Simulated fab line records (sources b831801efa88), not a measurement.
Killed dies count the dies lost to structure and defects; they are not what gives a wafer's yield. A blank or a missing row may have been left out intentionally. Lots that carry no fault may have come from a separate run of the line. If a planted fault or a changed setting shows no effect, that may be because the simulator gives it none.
Lot-split experiment	flow gf180mcu	on a route of 602 steps: 5 lots, 23 wafers read

## ABOUT THE SPLIT
At GF_CONTACT_CMP_04 (polishes SiO2), the setting leaveAboveRefNm was moved away from the recipe's 560 nm on 10 of the 23 wafers read, by -6.0% to +6.1%. The other wafers ran this setting at the recipe's value.

The split's own step is where the reading is taken.

## THE READING
SiO2_of_CONTACT_CVD_02.thkNm (the simulator's own value, which no gauge read), in nm, at GF_CONTACT_CMP_04 (polishes SiO2). There is no usual value for it anywhere in the file. Here, 13 wafers ran the recipe; their average is 559.2 nm with a standard deviation of 0.84 nm.

wafer	tool, chamber at the split	leaveAboveRefNm as run, nm	against the recipe	SiO2_of_CONTACT_CVD_02.thkNm, nm	against lot-mates on the recipe
L074.3	cmp-02, 0	560	recipe	558.4	-
L074.2	cmp-02, 1	526.5	-6.0%	526.1	-32.7
L074.1	cmp-02, 2	560	recipe	560.2	-
L074.4	cmp-02, 3	560	recipe	557.8	-
L074.6	cmp-02, 0	526.5	-6.0%	524.2	-34.6
L076.4	cmp-01, 0	560	recipe	559.8	-
L076.1	cmp-01, 1	541.5	-3.3%	540.4	-19.2
L076.2	cmp-01, 2	541.5	-3.3%	540.2	-19.4
L076.6	cmp-01, 3	541.5	-3.3%	539.6	-20.0
L076.5	cmp-01, 0	560	recipe	559.4	-
L077.1	cmp-02, 0	560	recipe	559.8	-
L077.6	cmp-02, 3	560	recipe	560.6	-
L077.5	cmp-02, 0	560	recipe	559.9	-
L078.2	cmp-01, 1	594.3	+6.1%	592.7	+33.8
L078.1	cmp-01, 2	594.3	+6.1%	593	+34.0
L078.4	cmp-01, 3	560	recipe	559.7	-
L078.5	cmp-01, 1	594.3	+6.1%	593.7	+34.8
L078.6	cmp-01, 2	560	recipe	558.2	-
L080.3	cmp-02, 3	535.9	-4.3%	535.9	-22.7
L080.4	cmp-02, 0	535.9	-4.3%	535.7	-22.9
L080.2	cmp-02, 1	560	recipe	558.6	-
L080.6	cmp-02, 3	560	recipe	558.8	-
L080.5	cmp-02, 0	560	recipe	558.5	-

FIT RESULTS
A straight line over all 23 wafers: SiO2_of_CONTACT_CVD_02.thkNm changes by +5.59 nm for each +1% of leaveAboveRefNm; r = +1.00; the points scatter about the line by 0.84 nm.
The same after taking each lot's own level away (the mean of its wafers on the recipe; 23 wafers): +5.59 nm for each +1%; r = +1.00; scatter 0.81 nm.
The reading moves by 34 nm for the largest change in leaveAboveRefNm, on that fit.
The span of the lots' own levels, 558.63 to 560.10 nm, comes to 1.8 times the standard deviation stated above.
The two slopes are in agreement: the lot-to-lot level therefore moves the slope only a little.
Check: with one of the wafers moved furthest among these (+6.1%) left out of the fit, the line predicts +34.3 nm for it against its lot-mates. It came out at +33.8 nm against them.

## THE OTHER SPLITS THESE WAFERS WENT THROUGH
Note: prior to the reading, these wafers also went through further splits. Each is held against what the fit with the lots' levels taken away leaves over:
other split on the same wafers	wafers away from the commonest value	r with SiO2_of_CONTACT_CVD_02.thkNm (lot level and that fit taken away)
GF_NSD_DEVELOP_06 developTimeS	8	-0.01
GF_PSD_DEVELOP_06 developTimeS	7	-0.30
GF_SAB_COAT_04 spinRpm	11	-0.19
GF_CONTACT_CVD_00 sih4FlowSccm	9	+0.10

## THE WHOLE CHAIN: every reading that the file lists as answering this split, in the file's order
step	what it does	reading	change (the file's fit)	r (the file's)
GF_CONTACT_CMP_04	polishes SiO2	SiO2_of_CONTACT_CVD_02.thkNm (the simulator's own value, which no gauge read)	+5.58 nm for each +1% of the setting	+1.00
GF_CONTACT_ETCH_17	etches SiO2 in C4F8/O2/Ar, stops on CoSi2, target depth 860 nm	CONTACT.featureDepthNm (the simulator's own value, which no gauge read)	+5.4 nm for each +1% of the setting, in a fit together with sih4FlowSccm@CONTACT_CVD_00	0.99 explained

## FILE'S OWN FIT
SiO2_of_CONTACT_CVD_02.thkNm changes by +5.58 nm for each +1% of leaveAboveRefNm, r = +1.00.
